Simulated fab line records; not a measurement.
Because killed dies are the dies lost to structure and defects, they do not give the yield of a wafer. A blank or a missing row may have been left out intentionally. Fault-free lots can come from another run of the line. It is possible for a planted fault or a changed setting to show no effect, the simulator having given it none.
Which tool did it? / flow sky130 / 11 lots with 33 wafers sampled at 5 steps, on a route of 708 steps

## WHAT THE GAUGES SHOWED, per wafer
SKY_METAL2_RS_MEAS_05: measures by four-point-probe. Usual: METAL2_ALCU_RS typically reads 0.1270 ohm/sq, with standard deviation 0.0013.
lot=L605; measured=day 34 00:02; on=film metro-04; METAL2_ALCU_RS (ohm/sq)=0.1259 0.1271 0.1272; flag=
lot=L607; measured=day 34 18:04; on=film metro-04; METAL2_ALCU_RS (ohm/sq)=0.1272 0.1268 0.1278; flag=
lot=L608; measured=day 35 02:16; on=film metro-04; METAL2_ALCU_RS (ohm/sq)=0.1256 0.1270 0.1271; flag=
lot=L616; measured=day 37 12:29; on=film metro-04; METAL2_ALCU_RS (ohm/sq)=0.1228 0.1270 0.1264; flag=
lot=L621; measured=day 39 08:22; on=film metro-02; METAL2_ALCU_RS (ohm/sq)=0.1274 0.1269 0.1260; flag=
lot=L619; measured=day 39 11:46; on=film metro-04; METAL2_ALCU_RS (ohm/sq)=0.1273 0.1278 0.1278; flag=
lot=L623; measured=day 40 15:58; on=film metro-04; METAL2_ALCU_RS (ohm/sq)=0.1277 0.1285 0.1267; flag=
lot=L624; measured=day 40 16:48; on=film metro-03; METAL2_ALCU_RS (ohm/sq)=0.1276 0.1274 0.1270; flag=
lot=L625; measured=day 40 19:37; on=film metro-02; METAL2_ALCU_RS (ohm/sq)=0.1255 0.1262 0.1267; flag=
lot=L627; measured=day 41 14:15; on=film metro-04; METAL2_ALCU_RS (ohm/sq)=0.1283 0.1287 0.1279; flag=
lot=L628; measured=day 41 18:44; on=film metro-02; METAL2_ALCU_RS (ohm/sq)=0.1277 0.1266 0.1266; flag=

## WHICH TOOL RAN EACH LOT (tool, then ch and the chambers of the sampled wafers, then the start)
lot=L605; SKY_VIA1_STRIP_16=plasma asher-03 ch 0,1, day 33 22:40; SKY_VIA1_SPUTTER_20=pvd sputter-04, day 33 23:15; SKY_VIA1_CVD_21=cvd w-01 ch 0,1, day 33 23:19; SKY_METAL2_SPUTTER_02=pvd sputter-03, day 33 23:56
lot=L607; SKY_VIA1_STRIP_16=plasma asher-04 ch 0,1, day 34 16:41; SKY_VIA1_SPUTTER_20=pvd sputter-04, day 34 17:17; SKY_VIA1_CVD_21=cvd w-01 ch 0,1, day 34 17:20; SKY_METAL2_SPUTTER_02=pvd sputter-01, day 34 17:58
lot=L608; SKY_VIA1_STRIP_16=plasma asher-03 ch 0,1, day 35 00:49; SKY_VIA1_SPUTTER_20=pvd sputter-03, day 35 01:24; SKY_VIA1_CVD_21=cvd w-02 ch 0,1, day 35 01:28; SKY_METAL2_SPUTTER_02=pvd sputter-01, day 35 02:09
lot=L616; SKY_VIA1_STRIP_16=plasma asher-04 ch 0,1, day 37 11:03; SKY_VIA1_SPUTTER_20=pvd sputter-04, day 37 11:41; SKY_VIA1_CVD_21=cvd w-01 ch 0,1, day 37 11:45; SKY_METAL2_SPUTTER_02=pvd sputter-03, day 37 12:22
lot=L621; SKY_VIA1_STRIP_16=plasma asher-04 ch 0, day 39 06:59; SKY_VIA1_SPUTTER_20=pvd sputter-01, day 39 07:34; SKY_VIA1_CVD_21=cvd w-01 ch 0,1, day 39 07:38; SKY_METAL2_SPUTTER_02=pvd sputter-02, day 39 08:15
lot=L619; SKY_VIA1_STRIP_16=plasma asher-02 ch 0,1, day 39 10:17; SKY_VIA1_SPUTTER_20=pvd sputter-01, day 39 10:52; SKY_VIA1_CVD_21=cvd w-02 ch 1, day 39 10:58; SKY_METAL2_SPUTTER_02=pvd sputter-02, day 39 11:39
lot=L623; SKY_VIA1_STRIP_16=plasma asher-04 ch 0,1, day 40 14:29; SKY_VIA1_SPUTTER_20=pvd sputter-03, day 40 15:08; SKY_VIA1_CVD_21=cvd w-01 ch 0,1, day 40 15:12; SKY_METAL2_SPUTTER_02=pvd sputter-03, day 40 15:52
lot=L624; SKY_VIA1_STRIP_16=plasma asher-03 ch 0,1, day 40 15:26; SKY_VIA1_SPUTTER_20=pvd sputter-01, day 40 16:01; SKY_VIA1_CVD_21=cvd w-02 ch 0,1, day 40 16:05; SKY_METAL2_SPUTTER_02=pvd sputter-03, day 40 16:42
lot=L625; SKY_VIA1_STRIP_16=plasma asher-04 ch 0, day 40 18:14; SKY_VIA1_SPUTTER_20=pvd sputter-03, day 40 18:50; SKY_VIA1_CVD_21=cvd w-01 ch 0,1, day 40 18:53; SKY_METAL2_SPUTTER_02=pvd sputter-03, day 40 19:31
lot=L627; SKY_VIA1_STRIP_16=plasma asher-02 ch 0,1, day 41 12:52; SKY_VIA1_SPUTTER_20=pvd sputter-04, day 41 13:28; SKY_VIA1_CVD_21=cvd w-02 ch 0,1, day 41 13:31; SKY_METAL2_SPUTTER_02=pvd sputter-02, day 41 14:08
lot=L628; SKY_VIA1_STRIP_16=plasma asher-02 ch 0,1, day 41 16:54; SKY_VIA1_SPUTTER_20=pvd sputter-01, day 41 17:44; SKY_VIA1_CVD_21=cvd w-02 ch 0,1, day 41 17:49; SKY_METAL2_SPUTTER_02=pvd sputter-03, day 41 18:35
- SKY_VIA1_STRIP_16: strips in O2/N2.
- SKY_VIA1_SPUTTER_20: material TiN, target thk 20 nm, time 80 s.
- SKY_VIA1_CVD_21: deposits W, target thk 270 nm, time 80.902 s.
- SKY_METAL2_SPUTTER_02: material AlCu, target thk 250 nm, time 13.3 s.

## AS READ BY THE TOOLS THEMSELVES (means over the sampled wafers that have a number; for cases with no such wafer, the mark the record gives instead)
SKY_VIA1_STRIP_16. Usual: drypump motor current A 5.68 A, standard deviation 0.29; o2 flow sccm 2999 sccm, standard deviation 9.1; oes product au 0.417 a.u., standard deviation 0.0044; strip time to endpoint s 4.480 s, standard deviation 0.022.
lot=L605; tool=plasma asher-03; drypump motor current A (A)=5.58; o2 flow sccm (sccm)=2999; oes product au (a.u.)=0.416; strip time to endpoint s (s)=4.452; flag=
lot=L607; tool=plasma asher-04; drypump motor current A (A)=5.87; o2 flow sccm (sccm)=2990; oes product au (a.u.)=0.415; strip time to endpoint s (s)=4.460; flag=
lot=L608; tool=plasma asher-03; drypump motor current A (A)=5.47; o2 flow sccm (sccm)=3001; oes product au (a.u.)=0.418; strip time to endpoint s (s)=4.456; flag=
lot=L616; tool=plasma asher-04; drypump motor current A (A)=5.84; o2 flow sccm (sccm)=2989; oes product au (a.u.)=0.420; strip time to endpoint s (s)=4.481; flag=
lot=L621; tool=plasma asher-04; drypump motor current A (A)=5.71; o2 flow sccm (sccm)=2994; oes product au (a.u.)=0.420; strip time to endpoint s (s)=4.471; flag=
lot=L619; tool=plasma asher-02; drypump motor current A (A)=5.52; o2 flow sccm (sccm)=2998; oes product au (a.u.)=0.414; strip time to endpoint s (s)=4.497; flag=
lot=L623; tool=plasma asher-04; drypump motor current A (A)=5.98; o2 flow sccm (sccm)=2989; oes product au (a.u.)=0.415; strip time to endpoint s (s)=4.498; flag=
lot=L624; tool=plasma asher-03; drypump motor current A (A)=5.60; o2 flow sccm (sccm)=3001; oes product au (a.u.)=0.416; strip time to endpoint s (s)=4.459; flag=
lot=L625; tool=plasma asher-04; drypump motor current A (A)=5.77; o2 flow sccm (sccm)=3009; oes product au (a.u.)=0.412; strip time to endpoint s (s)=4.484; flag=
lot=L627; tool=plasma asher-02; drypump motor current A (A)=5.37; o2 flow sccm (sccm)=3003; oes product au (a.u.)=0.420; strip time to endpoint s (s)=4.505; flag=
lot=L628; tool=plasma asher-02; drypump motor current A (A)=5.38; o2 flow sccm (sccm)=3002; oes product au (a.u.)=0.413; strip time to endpoint s (s)=4.454; flag=

SKY_VIA1_SPUTTER_20. Usual: chamber pressure pa 4.999 Pa, standard deviation 0.0094; throttle valve pct 29.9 %, standard deviation 0.96.
lot=L605; tool=pvd sputter-04; chamber pressure pa (Pa)=5.000; throttle valve pct (%)=30.7; flag=
lot=L607; tool=pvd sputter-04; chamber pressure pa (Pa)=4.999; throttle valve pct (%)=30.3; flag=
lot=L608; tool=pvd sputter-03; chamber pressure pa (Pa)=4.991; throttle valve pct (%)=30.2; flag=
lot=L616; tool=pvd sputter-04; chamber pressure pa (Pa)=4.996; throttle valve pct (%)=30.1; flag=
lot=L621; tool=pvd sputter-01; chamber pressure pa (Pa)=5.003; throttle valve pct (%)=29.4; flag=
lot=L619; tool=pvd sputter-01; chamber pressure pa (Pa)=5.001; throttle valve pct (%)=28.8; flag=
lot=L623; tool=pvd sputter-03; chamber pressure pa (Pa)=5.011; throttle valve pct (%)=30.7; flag=
lot=L624; tool=pvd sputter-01; chamber pressure pa (Pa)=4.995; throttle valve pct (%)=29.6; flag=
lot=L625; tool=pvd sputter-03; chamber pressure pa (Pa)=5.009; throttle valve pct (%)=30.2; flag=
lot=L627; tool=pvd sputter-04; chamber pressure pa (Pa)=5.003; throttle valve pct (%)=30.6; flag=
lot=L628; tool=pvd sputter-01; chamber pressure pa (Pa)=5.005; throttle valve pct (%)=28.6; flag=

SKY_VIA1_CVD_21. Usual: 824 W for heater power w, sd 87.
lot=L605; tool=cvd w-01; heater power w (W)=891; flag=
lot=L607; tool=cvd w-01; heater power w (W)=920; flag=
lot=L608; tool=cvd w-02; heater power w (W)=756; flag=
lot=L616; tool=cvd w-01; heater power w (W)=914; flag=
lot=L621; tool=cvd w-01; heater power w (W)=904; flag=
lot=L619; tool=cvd w-02; heater power w (W)=765; flag=
lot=L623; tool=cvd w-01; heater power w (W)=908; flag=
lot=L624; tool=cvd w-02; heater power w (W)=761; flag=
lot=L625; tool=cvd w-01; heater power w (W)=852; flag=
lot=L627; tool=cvd w-02; heater power w (W)=764; flag=
lot=L628; tool=cvd w-02; heater power w (W)=763; flag=

SKY_METAL2_SPUTTER_02. Usual: chamber pressure pa 0.4000 Pa, standard deviation 0.00083; throttle valve pct 29.7 %, standard deviation 0.98.
lot=L605; tool=pvd sputter-03; chamber pressure pa (Pa)=0.4011; throttle valve pct (%)=30.5; flag=
lot=L607; tool=pvd sputter-01; chamber pressure pa (Pa)=0.3999; throttle valve pct (%)=29.4; flag=
lot=L608; tool=pvd sputter-01; chamber pressure pa (Pa)=0.4000; throttle valve pct (%)=28.5; flag=
lot=L616; tool=pvd sputter-03; chamber pressure pa (Pa)=0.3837; throttle valve pct (%)=31.1; flag=OFF
lot=L621; tool=pvd sputter-02; chamber pressure pa (Pa)=0.3999; throttle valve pct (%)=28.4; flag=
lot=L619; tool=pvd sputter-02; chamber pressure pa (Pa)=0.4000; throttle valve pct (%)=29.0; flag=
lot=L623; tool=pvd sputter-03; chamber pressure pa (Pa)=0.4002; throttle valve pct (%)=30.6; flag=
lot=L624; tool=pvd sputter-03; chamber pressure pa (Pa)=0.3995; throttle valve pct (%)=29.8; flag=
lot=L625; tool=pvd sputter-03; chamber pressure pa (Pa)=0.4006; throttle valve pct (%)=30.3; flag=
lot=L627; tool=pvd sputter-02; chamber pressure pa (Pa)=0.3995; throttle valve pct (%)=29.8; flag=
lot=L628; tool=pvd sputter-03; chamber pressure pa (Pa)=0.4000; throttle valve pct (%)=30.5; flag=

## THE ANSWER, worked out from the rows above alone
Rule: take the mean of a lot's wafers that have a number; if it is more than 3 standard deviations from the usual mean, the lot is off. A lot without any number at a reading at which 4 lots or more have one is off too. The other lots that the step has rows for count as sound. The gauges are gone through in route order, then the tools' own readings, and for those a lot's mean is taken as printed above. At the first step where some lot is off, the reading lying furthest off is the one used; lots without a number count as furthest.
Off at SKY_METAL2_SPUTTER_02 (chamber pressure pa): L616.
If a tool, at that step or one of the process steps before it, ran each lot that is off and ran no sound lot following the first of them, it fits. Of those tried, none fits.

## WHAT THE SIMULATOR HAD INSERTED
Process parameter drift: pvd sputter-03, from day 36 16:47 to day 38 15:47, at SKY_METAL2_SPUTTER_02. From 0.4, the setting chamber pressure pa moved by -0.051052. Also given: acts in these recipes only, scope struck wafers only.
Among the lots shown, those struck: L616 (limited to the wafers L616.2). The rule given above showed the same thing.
